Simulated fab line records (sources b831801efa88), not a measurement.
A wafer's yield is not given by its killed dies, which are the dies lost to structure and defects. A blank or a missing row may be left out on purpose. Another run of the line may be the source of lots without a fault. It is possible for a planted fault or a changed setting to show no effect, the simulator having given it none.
8D (eight disciplines) problem report, filled in by code	flow sky130	the parts of the form that need people (team, actions taken, sign-off) are left out

1. THE ISSUE
On 3 wafers of 1 lot, cdNm at SKY_FIELD_ISO_CD_MEAS_13 has a mean of 52.2 nm; fault-free wafers read 149.9 nm, standard deviation 1.7. Relative to the usual mean, that is a shift of -57 standard deviations.
The step: target cd 150 nm.
Seen first at day 4 14:06 on cdSem-01, wafer L407.2. The record has a number at this step for 21 wafers belonging to 7 lots. Rule for "out" (also "out of limits"): further than 4 standard deviations from the usual mean. All remaining wafers that have a number are taken as sound.

2. WHAT IT IS, WHAT IT ISN'T
question	is	is not
which readings at this step	cdNm	-
which lots	L407	L397, L399, L410, L413, L415, L416
which wafers of those lots	all that have a number	-
read on which gauges	cdSem-01	cdSem-02
when	from day 4 14:06	up to then (6 sound wafers); but 12 sound wafers of L410, L413, L415, L416 came after

3. SUSPECTS, AND WHAT RULES EACH OUT
Counting: any tool at a process step up to the reading is kept as a suspect provided that every lot that is out went through it and no sound lot did after the first of them.
- the gauge at SKY_FIELD_ISO_CD_MEAS_13: ruled out. All the wafers that are out were read on cdSem-01, but those of them that SKY_FIELD_ISO_EXPOSE_10 has rows for are out there too, on other tools.
- krfScanner-01 at SKY_FIELD_ISO_EXPOSE_10 (exposes mask FOM, target cd 150 nm): kept. It ran the lot that is out, L407 (day 4 05:41), and no sound lot after that; its last sound lot up to then is L399 (day 2 13:29). Its own exposureDoseMJCm2 readings are out on those wafers.
Left after counting: krfScanner-01 at SKY_FIELD_ISO_EXPOSE_10.

4. THE CAUSE (what the simulator had put in)
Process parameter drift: krfScanner-01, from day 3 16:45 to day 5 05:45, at SKY_FIELD_ISO_EXPOSE_10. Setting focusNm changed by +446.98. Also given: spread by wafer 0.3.
The count eliminated every tool but this one.

5. THE CHAIN OF EFFECTS, in route order
Each row: a reading where the mean over the struck wafers with a number is more than 3 standard deviations away from the usual. Only readings for which the record gives a usual standard deviation are gone through. hours: the time from each lot's start at the first step in this table that gives one to its start at this step, as a median over the lots. sigmas: the change in usual standard deviations.
hours	step	reading	usual	on struck wafers	change	sigmas
0	SKY_FIELD_ISO_EXPOSE_10	exposureDoseMJCm2	28.001	25.717	-2.284	-85
8	SKY_FIELD_ISO_CD_MEAS_13	cdNm	149.9 nm	52.2	-97.7	-57
1072	SKY_PAD_OPEN_PROBE_99	killedAtFrontEnd	15	427	+412	+98
1072	SKY_PAD_OPEN_PROBE_99	killedDies	86	492	+406	+37
1072	SKY_PAD_OPEN_PROBE_99	killedOnRim	17	96	+79	+19
Here are the process steps it includes:
- SKY_FIELD_ISO_EXPOSE_10: exposes mask FOM, target cd 150 nm.
- SKY_PAD_OPEN_PROBE_99

6. HOW IT WOULD HAVE BEEN CAUGHT EARLIER
21 hours passed between the start of the fault at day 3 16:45 and the first reading out of limits at a measuring or inspecting step in this record, taken at day 4 14:06.
Tool's own readings at SKY_FIELD_ISO_EXPOSE_10, exposureDoseMJCm2: out on all struck wafers the step has rows for; an alarm limit on them would have tripped on the first.
By day 4 14:06, every lot that is out (1) had started SKY_FIELD_ISO_EXPOSE_10 on krfScanner-01. A hold on the tool at that time would have spared none of them.
